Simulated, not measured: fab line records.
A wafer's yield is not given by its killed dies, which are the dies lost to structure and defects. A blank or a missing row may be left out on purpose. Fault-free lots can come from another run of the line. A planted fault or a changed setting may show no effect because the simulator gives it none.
fab line records	flow sky130
record lots=5	wafers=23
route steps=708 shown FIELD_ISO@2 NWELL@64 VT_ADJUST_HVTP@91 VT_ADJUST_LVTN@100 VT_ADJUST_HVTR@135
startH: the number of hours between the record's first day and the start of the first shown wafer of the lot	waitH: time in hours since the lot's previous step	" as in the row above	L1.1+2: several wafers, shown together as one row	- either no value or no given start	* or withheld: withheld	< > ~ a bound
route shown NAME@n: a module of which the file shows steps, and the number in the route of the first	usual: mean and standard deviation over wafers with no fault	same: alike in all rows	chamber/n: place in a boat	sites: readings site by site	_std_site: their standard deviation	_edge_site: mean of outer sites minus mean of inner sites	radiusMm: how far each site lies from the wafer's centre	mask NAME#n: copy n	behind: the last tool/chamber to shape the wafer	hold: reason for holding the lot/hours on hold/outcome of the hold	device: which transistor (n, p or np) failed to switch	end of line: the same wafers' tests at the end of the route	where a step has no rows: the recipe by itself	killed: count of dies lost to structure and defects at first sort (not the wafer's yield)	map: per-die view of a wafer (x killed, . not killed, _ where there is no die)
set.NAME: the setting that was run; set.NAME@STEP: the one run at that earlier step	model.NAME: the simulator's own value behind a step, which no gauge read
lots run with intentionally changed settings; tables by step, rows by wafer
## steps
# step SKY_FIELD_ISO_OXIDATION_01
# recipe tempC=900	ambient=O2	stabiliseS=600	purgeS=300	targetThkA=120	oxTimeS=1843
lot.wafer	tool	chamber	startH	waitH	set.oxTimeS	model.SiO2_of_FIELD_ISO_OXIDATION_01.thkNm
L075.1	-	-	-	1.7	1634	10.72
L075.2	"	-	"	"	1634	10.85
L075.4	"	-	"	"	1634	10.75
L075.5	"	-	"	"	1634	10.71
L075.6	"	-	"	"	1634	10.73
L078.1	furnace-02	0	31.29	1.3	1843	11.39
L078.4	"	0	"	"	1843	11.45
L078.6	"	0	"	"	1843	11.43
L079.1	-	-	-	0.1	1843	11.75
L079.3	"	-	"	"	1843	11.54
L079.4	"	-	"	"	1843	11.68
L079.5	"	-	"	"	1843	11.61
L079.6	"	-	"	"	1843	11.84
L084.1	-	-	-	0.6	2119	13.36
L084.3	"	-	"	"	2119	13.26
L084.4	"	-	"	"	2119	13.38
L084.5	"	-	"	"	2119	13.25
L084.6	"	-	"	"	2119	13.23
L085.1	-	-	-	0.1	1724	11.37
L085.2	"	-	"	"	1724	11.35
L085.3	"	-	"	"	1724	11.31
L085.4	"	-	"	"	1724	11.33
L085.6	"	-	"	"	1724	11.16
# step SKY_FIELD_ISO_THK_MEAS_02
# recipe reads=SiO2_of_FIELD_ISO_OXIDATION_01
# usual FIELD_ISO_OXIDATION_00_THK=11.87/0.26
lot.wafer	tool	chamber	startH	waitH	set.oxTimeS@FIELD_ISO_OXIDATION_01	FIELD_ISO_OXIDATION_00_THK[nm]
L075.1	filmMetro-02	-	-	-	1634	10.66
L075.2	"	-	"	"	1634	10.88
L075.4	"	-	"	"	1634	10.76
L075.5	"	-	"	"	1634	10.69
L075.6	"	-	"	"	1634	10.75
L078.1	filmMetro-02	-	32.80	0.0	1843	11.43
L078.4	"	-	"	"	1843	11.46
L078.6	"	-	"	"	1843	11.37
L079.1	filmMetro-04	-	-	-	1843	11.75
L079.3	"	-	"	"	1843	11.54
L079.4	"	-	"	"	1843	11.64
L079.5	"	-	"	"	1843	11.61
L079.6	"	-	"	"	1843	11.87
L084.1	filmMetro-02	-	-	-	2119	13.41
L084.3	"	-	"	"	2119	13.24
L084.4	"	-	"	"	2119	13.40
L084.5	"	-	"	"	2119	13.30
L084.6	"	-	"	"	2119	13.22
L085.1	filmMetro-03	-	-	-	1724	11.38
L085.2	"	-	"	"	1724	11.38
L085.3	"	-	"	"	1724	11.31
L085.4	"	-	"	"	1724	11.38
L085.6	"	-	"	"	1724	11.11
# step SKY_FIELD_ISO_EXPOSE_10
# recipe maskId=FOM	na=0.68	sourceShape=annular	sigmaInner=0.4	sigmaOuter=0.8	targetCdNm=150	doseMj=28
lot.wafer	tool	chamber	startH	waitH	mask	set.doseMj
L075.1+4+5	krfScanner-01	0	-	-	FOM#0	26.2
L075.2+6	"	0	"	"	FOM#0	28
L078.1+4+6	krfScanner-02	0	-	-	FOM#0	28
L079.1+3	krfScanner-01	0	-	-	FOM#0	28
L079.4+5+6	"	0	"	"	FOM#0	26.13
L084.1+3+4+5+6	krfScanner-01	0	-	-	FOM#0	28
L085.1+2+3+4+6	krfScanner-02	0	-	-	FOM#0	28
# step SKY_FIELD_ISO_PEB_11
# recipe pebTempC=withheld	pebTimeS=withheld	resist=KrF-thick
# step SKY_FIELD_ISO_DEVELOP_12
# recipe developTimeS=60	resist=KrF-thick	devTempC=21
# step SKY_FIELD_ISO_CD_MEAS_13
# recipe targetCdNm=150
# usual cdNm=150.0/1.4
lot.wafer	tool	chamber	startH	waitH	set.doseMj@FIELD_ISO_EXPOSE_10	cdNm
L075.1	cdSem-01	-	34.77	-	26.2	163.7
L075.2	"	-	"	"	28	150.1
L075.4	"	-	"	"	26.2	162.0
L075.5	"	-	"	"	26.2	160.9
L075.6	"	-	"	"	28	149.5
L078.1	cdSem-01	-	50.55	-	28	148.7
L078.4	"	-	"	"	28	146.9
L078.6	"	-	"	"	28	147.6
L079.1	cdSem-01	-	54.73	-	28	150.0
L079.3	"	-	"	"	28	151.2
L079.4	"	-	"	"	26.13	162.7
L079.5	"	-	"	"	26.13	164.3
L079.6	"	-	"	"	26.13	166.5
L084.1	cdSem-02	-	80.50	-	28	150.1
L084.3	"	-	"	"	28	150.0
L084.4	"	-	"	"	28	148.6
L084.5	"	-	"	"	28	148.0
L084.6	"	-	"	"	28	149.0
L085.1	cdSem-02	-	85.07	-	28	149.2
L085.2	"	-	"	"	28	148.9
L085.3	"	-	"	"	28	148.5
L085.4	"	-	"	"	28	149.0
L085.6	"	-	"	"	28	148.5
# step SKY_FIELD_ISO_ETCH_14
# recipe chemistry=N2/H2	target=BARC	ionEnergyEv=192	sourceW=500	biasW=100	pressureMtorr=30	n2FlowSccm=100	h2FlowSccm=200	stopOn=SiO2	timeS=45.9	targetDepthA=600
lot.wafer	tool	chamber	startH	waitH	set.doseMj@FIELD_ISO_EXPOSE_10	model.FIELD_ISO.cdNm
L075.1	rieDiel-03	2	34.89	0.1	26.2	163.1
L075.2	"	3	"	"	28	148.8
L075.4	"	1	"	"	26.2	163.3
L075.5	"	0	"	"	26.2	159.7
L075.6	"	3	"	"	28	148
L078.1	rieDiel-02	2	50.67	0.1	28	147
L078.4	"	0	"	"	28	148.3
L078.6	"	0	"	"	28	149.4
L079.1	rieDiel-04	0	54.85	0.1	28	151.3
L079.3	"	2	"	"	28	151.6
L079.4	"	1	"	"	26.13	162.7
L079.5	"	2	"	"	26.13	165.3
L079.6	"	3	"	"	26.13	166.4
L084.1	rieDiel-03	2	80.62	0.1	28	149.6
L084.3	"	0	"	"	28	148.8
L084.4	"	3	"	"	28	147.1
L084.5	"	0	"	"	28	146.8
L084.6	"	1	"	"	28	149.3
L085.1	rieDiel-03	3	85.19	0.1	28	147.9
L085.2	"	0	"	"	28	147.4
L085.3	"	1	"	"	28	148.8
L085.4	"	2	"	"	28	148.6
L085.6	"	3	"	"	28	147.1
# step SKY_FIELD_ISO_ETCH_15
# recipe chemistry=CHF3/O2	targetDepthNm=180	stopOn=Si	sourceW=600	biasW=200	pressureMtorr=40	chf3FlowSccm=50	O2_flow_sccm=5	timeS=72
lot.wafer	tool	chamber	startH	waitH	set.doseMj@FIELD_ISO_EXPOSE_10	model.FIELD_ISO.cdNm
L075.1	rieDiel-03	2	34.94	0.0	26.2	162
L075.2	"	3	"	"	28	149.1
L075.4	"	1	"	"	26.2	161.8
L075.5	"	0	"	"	26.2	157.7
L075.6	"	3	"	"	28	148.6
L078.1	rieDiel-02	2	50.71	0.0	28	147.8
L078.4	"	0	"	"	28	150.1
L078.6	"	0	"	"	28	151.3
L079.1	rieDiel-04	0	54.89	0.0	28	149.9
L079.3	"	2	"	"	28	151.9
L079.4	"	1	"	"	26.13	162.3
L079.5	"	2	"	"	26.13	165.7
L079.6	"	3	"	"	26.13	167.4
L084.1	rieDiel-03	2	80.66	0.0	28	149.5
L084.3	"	0	"	"	28	146
L084.4	"	3	"	"	28	147.8
L084.5	"	0	"	"	28	143.5
L084.6	"	1	"	"	28	148.4
L085.1+3	rieDiel-03	3,1	85.24	0.0	28	147.8
L085.2	"	0	"	"	28	143.6
L085.4	"	2	"	"	28	148.7
L085.6	"	3	"	"	28	147.3
# step SKY_NWELL_IMPLANT_11
# recipe species=P	energyKev=400	doseCm2=1.9e+13	tiltDeg=withheld
lot.wafer	tool	chamber	startH	waitH	set.energyKev	model.implant.rpNm	model.implant.drpNm
L075.1+2+6	implanter-01	0	90.58	0.0	393	506.3	115.8
L075.4+5	"	0	"	"	400	514.4	116.9
L078.1+4+6	implanter-04	0	109.27	0.0	400	507.5	116.9
L079.1+4+6	implanter-04	0	113.41	0.0	411.6	509.5	118.6
L079.3+5	"	0	"	"	400	496.5	116.9
L084.1+5+6	implanter-04	0	154.08	0.0	384.4	485.4	114.4
L084.3+4	"	0	"	"	400	503.1	116.9
L085.1+3+6	implanter-04	0	166.57	0.0	400	497.4	116.9
L085.2+4	"	0	"	"	384.3	479.9	114.4
# step SKY_NWELL_SOFTBAKE_19
# recipe tempC=110	timeS=withheld
lot.wafer	tool	chamber	startH	waitH	set.tempC
L075.1+4+6	lithoTrack-04	0	98.64	0.1	110
L075.2+5	"	0	"	"	106.5
L078.1+4+6	lithoTrack-04	0	117.69	0.1	110
L079.1+5	lithoTrack-02	0	122.22	0.1	110
L079.3+4+6	"	0	"	"	111.7
L084.1+6	lithoTrack-03	0	165.28	0.1	110
L084.3+4+5	"	0	"	"	113.7
L085.1+2+3	lithoTrack-04	0	177.19	0.1	106.8
L085.4+6	"	0	"	"	110
# step SKY_NWELL_EXPOSE_20
# recipe maskId=NWM_COMPLEMENT	na=0.6	sourceShape=conventional	sigmaOuter=0.6	polarization=unpolarized	targetCdNm=840	doseMj=260
# step SKY_NWELL_PEB_21
# recipe tempC=115	timeS=withheld
# step SKY_NWELL_DEVELOP_22
# recipe wallAngleDeg=90	developer=TMAH	developTimeS=60	devTempC=23
lot.wafer	tool	chamber	startH	waitH	set.tempC@NWELL_SOFTBAKE_19	model.coat_of_NWELL_COAT_18.thkNm
L075.1	lithoTrack-02	0	-	-	110	3012
L075.2+5	"	0	"	"	106.5	3033
L075.4	"	0	"	"	110	3003
L075.6	"	0	"	"	110	3009
L078.1	lithoTrack-04	0	-	-	110	2997
L078.4+6	"	0	"	"	110	3005
L079.1	lithoTrack-02	0	-	-	110	3011
L079.3	"	0	"	"	111.7	2982
L079.4	"	0	"	"	111.7	2991
L079.5	"	0	"	"	110	3001
L079.6	"	0	"	"	111.7	2988
L084.1	lithoTrack-03	0	-	-	110	3002
L084.3	"	0	"	"	113.7	2964
L084.4+5	"	0	"	"	113.7	2966
L084.6	"	0	"	"	110	2993
L085.1	lithoTrack-03	0	-	-	106.8	3023
L085.2	"	0	"	"	106.8	3025
L085.3	"	0	"	"	106.8	3018
L085.4	"	0	"	"	110	3002
L085.6	"	0	"	"	110	2997
# step SKY_NWELL_IMPLANT_24
# recipe species=B	energyKev=140	doseCm2=9.2e+12	tiltDeg=withheld
# step SKY_NWELL_STRIP_25
# recipe chemistry=O2/N2	powerW=1400	pressureMtorr=1500	platenTempC=withheld	o2FlowSccm=3000	n2FlowSccm=300	overashFraction=0.5
# usual stripTimeToEndpointS=36.98/0.075
lot.wafer	tool	chamber	startH	waitH	set.tempC@NWELL_SOFTBAKE_19	stripTimeToEndpointS
L075.1	plasmaAsher-02	1	107.86	0.1	110	37.10
L075.2	"	0	"	"	106.5	37.35
L075.4	"	0	"	"	110	37.00
L075.5	"	1	"	"	106.5	37.35
L075.6	"	0	"	"	110	37.08
L078.1	plasmaAsher-04	0	127.13	0.1	110	36.94
L078.4	"	0	"	"	110	37.02
L078.6	"	0	"	"	110	37.02
L079.1	plasmaAsher-04	1	131.16	0.1	110	37.11
L079.3	"	0	"	"	111.7	36.75
L079.4	"	1	"	"	111.7	36.89
L079.5	"	0	"	"	110	36.98
L079.6	"	1	"	"	111.7	36.80
L084.1	plasmaAsher-04	0	176.01	0.1	110	36.98
L084.3	"	0	"	"	113.7	36.54
L084.4	"	1	"	"	113.7	36.56
L084.5	"	1	"	"	113.7	36.58
L084.6	"	0	"	"	110	36.89
L085.1	plasmaAsher-01	1	188.51	0.1	106.8	37.23
L085.2	"	0	"	"	106.8	37.25
L085.3	"	0	"	"	106.8	37.18
L085.4	"	1	"	"	110	36.99
L085.6	"	0	"	"	110	36.91
# step SKY_NWELL_CLEAN_27
# recipe chemistry=SC1/SC2	mix=1:4:20	tempC=70	timeS=150	dry=n2Spin
# step SKY_NWELL_RTA_28
# recipe tempC=1050	timeS=30	idleTempC=650	rampUpCPerS=150	rampDownCPerS=90	ambient=N2
# step SKY_NWELL_RS_MEAS_29
# recipe thkMeasGauge=four-point-probe
# usual NWELL_RS=624.2/1.7
lot.wafer	tool	chamber	startH	waitH	set.energyKev@NWELL_IMPLANT_11	NWELL_RS[ohm/sq]
L075.1	filmMetro-01	-	108.17	0.1	393	629.8
L075.2	"	-	"	"	393	626.9
L075.4	"	-	"	"	400	623.4
L075.5	"	-	"	"	400	625.5
L075.6	"	-	"	"	393	628.8
L078.1	filmMetro-04	-	127.44	0.1	400	624.2
L078.4	"	-	"	"	400	625.4
L078.6	"	-	"	"	400	623.8
L079.1	filmMetro-04	-	131.47	0.1	411.6	616.5
L079.3	"	-	"	"	400	623.1
L079.4	"	-	"	"	411.6	620.0
L079.5	"	-	"	"	400	621.5
L079.6	"	-	"	"	411.6	619.0
L084.1	filmMetro-03	-	176.32	0.1	384.4	627.5
L084.3	"	-	"	"	400	622.4
L084.4	"	-	"	"	400	622.9
L084.5	"	-	"	"	384.4	628.8
L084.6	"	-	"	"	384.4	626.7
L085.1	filmMetro-01	-	188.83	0.1	400	624.5
L085.2	"	-	"	"	384.3	630.2
L085.3	"	-	"	"	400	622.1
L085.4	"	-	"	"	384.3	627.7
L085.6	"	-	"	"	400	623.6
# step SKY_VT_ADJUST_HVTP_DEVELOP_06
# recipe resist=NOVOLAK	developer=TMAH	developTimeS=60	devTempC=23
lot.wafer	tool	chamber	startH	waitH	set.devTempC
L075.1+4+5	lithoTrack-03	0	125.53	0.1	19.26
L075.2+6	"	0	"	"	23
L078.1+4+6	lithoTrack-01	0	145.39	0.1	23
L079.1+3+4	lithoTrack-02	0	150.57	0.1	19.76
L079.5+6	"	0	"	"	23
L084.1+3+6	lithoTrack-03	0	196.93	0.1	20.69
L084.4+5	"	0	"	"	23
L085.1+2+6	lithoTrack-02	0	209.82	0.1	24.79
L085.3+4	"	0	"	"	23
# step SKY_VT_ADJUST_HVTP_CD_MEAS_07
# recipe targetCdNm=380
# usual cdNm=379/3
lot.wafer	tool	chamber	startH	waitH	set.devTempC@VT_ADJUST_HVTP_DEVELOP_06	cdNm
L075.1	cdSem-01	-	125.68	0.1	19.26	394
L075.2	"	-	"	"	23	380
L075.4	"	-	"	"	19.26	393
L075.5	"	-	"	"	19.26	395
L075.6	"	-	"	"	23	380
L078.1	cdSem-02	-	145.54	0.1	23	380
L078.4	"	-	"	"	23	379
L078.6	"	-	"	"	23	378
L079.1	cdSem-01	-	150.72	0.1	19.76	391
L079.3	"	-	"	"	19.76	387
L079.4	"	-	"	"	19.76	386
L079.5	"	-	"	"	23	378
L079.6	"	-	"	"	23	379
L084.1	cdSem-01	-	197.08	0.1	20.69	387
L084.3	"	-	"	"	20.69	386
L084.4	"	-	"	"	23	379
L084.5	"	-	"	"	23	384
L084.6	"	-	"	"	20.69	389
L085.1	cdSem-01	-	209.97	0.1	24.79	371
L085.2	"	-	"	"	24.79	374
L085.3	"	-	"	"	23	377
L085.4	"	-	"	"	23	377
L085.6	"	-	"	"	24.79	373
# step SKY_VT_ADJUST_LVTN_SOFTBAKE_03
# recipe tempC=110	timeS=withheld
lot.wafer	tool	chamber	startH	waitH	set.tempC
L075.1+4	lithoTrack-04	0	134.14	0.1	112.9
L075.2+5+6	"	0	"	"	110
L078.1+4+6	lithoTrack-04	0	155.69	0.1	110
L079.1+5+6	lithoTrack-03	0	160.98	0.1	106.9
L079.3+4	"	0	"	"	110
L084.1+3+4	lithoTrack-03	0	208.03	0.1	110
L084.5+6	"	0	"	"	109
L085.1+2+3+4+6	lithoTrack-01	0	221.19	0.1	110
# step SKY_VT_ADJUST_LVTN_EXPOSE_04
# recipe maskId=NWM_COMPLEMENT_LESS_NATIVE	na=0.6	sourceShape=conventional	sigmaOuter=0.6	polarization=unpolarized	targetCdNm=840	doseMj=194
# step SKY_VT_ADJUST_LVTN_PEB_05
# recipe tempC=115	timeS=withheld
# step SKY_VT_ADJUST_LVTN_DEVELOP_06
# recipe wallAngleDeg=90	developer=TMAH	developTimeS=60	devTempC=23
lot.wafer	tool	chamber	startH	waitH	set.tempC@VT_ADJUST_LVTN_SOFTBAKE_03	model.coat_of_VT_ADJUST_LVTN_COAT_02.thkNm
L075.1	lithoTrack-01	0	-	-	112.9	2998
L075.2	"	0	"	"	110	3045
L075.4	"	0	"	"	112.9	3002
L075.5	"	0	"	"	110	3044
L075.6	"	0	"	"	110	3038
L078.1	lithoTrack-04	0	-	-	110	3036
L078.4	"	0	"	"	110	3030
L078.6	"	0	"	"	110	3033
L079.1	lithoTrack-04	0	-	-	106.9	3057
L079.3+4	"	0	"	"	110	3034
L079.5	"	0	"	"	106.9	3051
L079.6	"	0	"	"	106.9	3064
L084.1+3	lithoTrack-04	0	-	-	110	3027
L084.4	"	0	"	"	110	3025
L084.5	"	0	"	"	109	3031
L084.6	"	0	"	"	109	3033
L085.1	lithoTrack-03	0	-	-	110	3040
L085.2	"	0	"	"	110	3041
L085.3	"	0	"	"	110	3042
L085.4	"	0	"	"	110	3034
L085.6	"	0	"	"	110	3043
# step SKY_VT_ADJUST_LVTN_IMPLANT_08
# recipe species=B	energyKev=30	doseCm2=1.57e+12	tiltDeg=withheld
lot.wafer	tool	chamber	startH	waitH	set.doseCm2
L075.1+5+6	implanter-04	0	143.58	0.0	1.57e+12
L075.2+4	"	0	"	"	1.656e+12
L078.1+4+6	implanter-03	0	166.18	0.0	1.57e+12
L079.1+3+4+5+6	implanter-04	0	171.93	0.0	1.57e+12
L084.1+5+6	implanter-02	0	219.03	0.0	1.57e+12
L084.3+4	"	0	"	"	1.525e+12
L085.1+3+4	implanter-03	0	233.26	0.0	1.57e+12
L085.2+6	"	0	"	"	1.511e+12
# step SKY_VT_ADJUST_LVTN_STRIP_09
# recipe chemistry=O2/N2	powerW=1400	pressureMtorr=1500	platenTempC=withheld	o2FlowSccm=3000	n2FlowSccm=300	overashFraction=0.5
# usual stripTimeToEndpointS=37.37/0.09
lot.wafer	tool	chamber	startH	waitH	set.tempC@VT_ADJUST_LVTN_SOFTBAKE_03	stripTimeToEndpointS
L075.1	plasmaAsher-03	1	143.73	0.1	112.9	36.95
L075.2	"	0	"	"	110	37.49
L075.4	"	0	"	"	112.9	36.99
L075.5	"	1	"	"	110	37.48
L075.6	"	0	"	"	110	37.42
L078.1	plasmaAsher-04	1	166.33	0.1	110	37.39
L078.4	"	1	"	"	110	37.31
L078.6	"	0	"	"	110	37.34
L079.1	plasmaAsher-03	0	172.08	0.1	106.9	37.59
L079.3	"	1	"	"	110	37.37
L079.4	"	0	"	"	110	37.38
L079.5	"	1	"	"	106.9	37.50
L079.6	"	0	"	"	106.9	37.68
L084.1	plasmaAsher-01	1	219.18	0.1	110	37.28
L084.3	"	1	"	"	110	37.28
L084.4	"	0	"	"	110	37.26
L084.5	"	1	"	"	109	37.35
L084.6	"	0	"	"	109	37.35
L085.1	plasmaAsher-04	1	233.41	0.1	110	37.43
L085.2	"	0	"	"	110	37.45
L085.3	"	0	"	"	110	37.45
L085.4	"	1	"	"	110	37.37
L085.6	"	0	"	"	110	37.49
# step SKY_VT_ADJUST_HVTR_EXPOSE_04
# recipe maskId=HVTRM	targetCdNm=380	na=0.6	sourceShape=conventional	sigmaOuter=0.6	doseMj=150
lot.wafer	tool	chamber	startH	waitH	mask	set.doseMj
L075.1+4	ilineStepper-01	0	-	-	HVTRM#0	150
L075.2+5+6	"	0	"	"	HVTRM#0	157
L078.1+4+6	ilineStepper-02	0	-	-	HVTRM#0	150
L079.1+4	ilineStepper-02	0	-	-	HVTRM#0	150
L079.3+5+6	"	0	"	"	HVTRM#0	155.9
L084.1+3+6	ilineStepper-02	0	-	-	HVTRM#0	150
L084.4+5	"	0	"	"	HVTRM#0	141.8
L085.1+6	ilineStepper-02	0	-	-	HVTRM#0	156.7
L085.2+3+4	"	0	"	"	HVTRM#0	150
# step SKY_VT_ADJUST_HVTR_PEB_05
# recipe tempC=withheld	timeS=*	resist=NOVOLAK
# step SKY_VT_ADJUST_HVTR_DEVELOP_06
# recipe developTimeS=60	devTempC=22.52
lot.wafer	tool	chamber	startH	waitH	set.doseMj@VT_ADJUST_HVTR_EXPOSE_04	model.VT_ADJUST_HVTR.cdNm
L075.1	lithoTrack-04	0	204.24	0.1	150	378
L075.2	"	0	"	"	157	395.3
L075.4	"	0	"	"	150	380.5
L075.5	"	0	"	"	157	394.4
L075.6	"	0	"	"	157	392.9
L078.1	lithoTrack-02	0	231.12	0.1	150	375.4
L078.4	"	0	"	"	150	372.6
L078.6	"	0	"	"	150	376.3
L079.1	lithoTrack-02	0	238.32	0.1	150	383.7
L079.3	"	0	"	"	155.9	396.1
L079.4	"	0	"	"	150	383.9
L079.5	"	0	"	"	155.9	394.5
L079.6	"	0	"	"	155.9	397
L084.1	lithoTrack-02	0	290.77	0.1	150	376.2
L084.3	"	0	"	"	150	375.8
L084.4	"	0	"	"	141.8	362.8
L084.5	"	0	"	"	141.8	362
L084.6	"	0	"	"	150	377.5
L085.1	lithoTrack-02	0	305.87	0.1	156.7	396.5
L085.2	"	0	"	"	150	384.6
L085.3	"	0	"	"	150	383.1
L085.4	"	0	"	"	150	382.8
L085.6	"	0	"	"	156.7	395.9
# step SKY_VT_ADJUST_HVTR_CD_MEAS_07
# recipe targetCdNm=380
# usual cdNm=379/3.5
lot.wafer	tool	chamber	startH	waitH	set.doseMj@VT_ADJUST_HVTR_EXPOSE_04	cdNm
L075.1	cdSem-01	-	204.39	0.1	150	378
L075.2	"	-	"	"	157	395
L075.4	"	-	"	"	150	381
L075.5	"	-	"	"	157	394
L075.6	"	-	"	"	157	393
L078.1	cdSem-02	-	231.27	0.1	150	375
L078.4	"	-	"	"	150	373
L078.6	"	-	"	"	150	376
L079.1	cdSem-02	-	238.47	0.1	150	383
L079.3	"	-	"	"	155.9	396
L079.4	"	-	"	"	150	384
L079.5	"	-	"	"	155.9	394
L079.6	"	-	"	"	155.9	397
L084.1	cdSem-01	-	290.92	0.1	150	376
L084.3	"	-	"	"	150	376
L084.4	"	-	"	"	141.8	363
L084.5	"	-	"	"	141.8	362
L084.6	"	-	"	"	150	378
L085.1	cdSem-02	-	306.02	0.1	156.7	397
L085.2	"	-	"	"	150	385
L085.3	"	-	"	"	150	383
L085.4	"	-	"	"	150	383
L085.6	"	-	"	"	156.7	396
## key
split step=SKY_FIELD_ISO_OXIDATION_01	setting=oxTimeS	stated=1843	by=lot
response step=SKY_FIELD_ISO_OXIDATION_01	reading=model.SiO2_of_FIELD_ISO_OXIDATION_01.thkNm	change=+0.0948	per=1%	r=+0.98
response step=SKY_FIELD_ISO_THK_MEAS_02	reading=FIELD_ISO_OXIDATION_00_THK	change=+0.0954	per=1%	r=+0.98
split step=SKY_FIELD_ISO_EXPOSE_10	setting=doseMj	stated=28	by=wafer
response step=SKY_FIELD_ISO_CD_MEAS_13	reading=cdNm	change=-2.01	per=1%	r=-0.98
response step=SKY_FIELD_ISO_ETCH_14	reading=model.FIELD_ISO.cdNm	change=-2.06	per=1%	r=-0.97
response step=SKY_FIELD_ISO_ETCH_15	reading=model.FIELD_ISO.cdNm	change=-1.97	per=1%	r=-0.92
split step=SKY_NWELL_IMPLANT_11	setting=energyKev	stated=400	by=wafer
response step=SKY_NWELL_IMPLANT_11	reading=model.implant.rpNm	change=+4.5	per=1%	r=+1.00
response step=SKY_NWELL_IMPLANT_11	reading=model.implant.drpNm	change=+0.627	per=1%	r=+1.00
response step=SKY_NWELL_RS_MEAS_29	reading=NWELL_RS	change=-1.41	per=1%	r=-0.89
split step=SKY_NWELL_SOFTBAKE_19	setting=tempC	stated=110	by=wafer
response step=SKY_NWELL_DEVELOP_22	reading=model.coat_of_NWELL_COAT_18.thkNm	change=-8.77	per=1%	r=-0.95
response step=SKY_NWELL_STRIP_25	reading=stripTimeToEndpointS	change=*	per=1%	r=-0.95
split step=SKY_VT_ADJUST_HVTP_DEVELOP_06	setting=devTempC	stated=23	by=wafer
response step=SKY_VT_ADJUST_HVTP_CD_MEAS_07	reading=cdNm	change=-0.734	per=1%	r=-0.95
split step=SKY_VT_ADJUST_LVTN_SOFTBAKE_03	setting=tempC	stated=110	by=wafer
response step=SKY_VT_ADJUST_LVTN_DEVELOP_06	reading=model.coat_of_VT_ADJUST_LVTN_COAT_02.thkNm	change=-11.7	per=1%	r=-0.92
response step=SKY_VT_ADJUST_LVTN_STRIP_09	reading=stripTimeToEndpointS	change=*	per=1%	r=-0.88
split step=SKY_VT_ADJUST_LVTN_IMPLANT_08	setting=doseCm2	stated=1.57e+12	by=wafer
response none clear
split step=SKY_VT_ADJUST_HVTR_EXPOSE_04	setting=doseMj	stated=150	by=wafer
response step=SKY_VT_ADJUST_HVTR_DEVELOP_06	reading=model.VT_ADJUST_HVTR.cdNm	change=+2.89	per=1%	r=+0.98
response step=SKY_VT_ADJUST_HVTR_CD_MEAS_07	reading=cdNm	change=+2.87	per=1%	r=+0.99
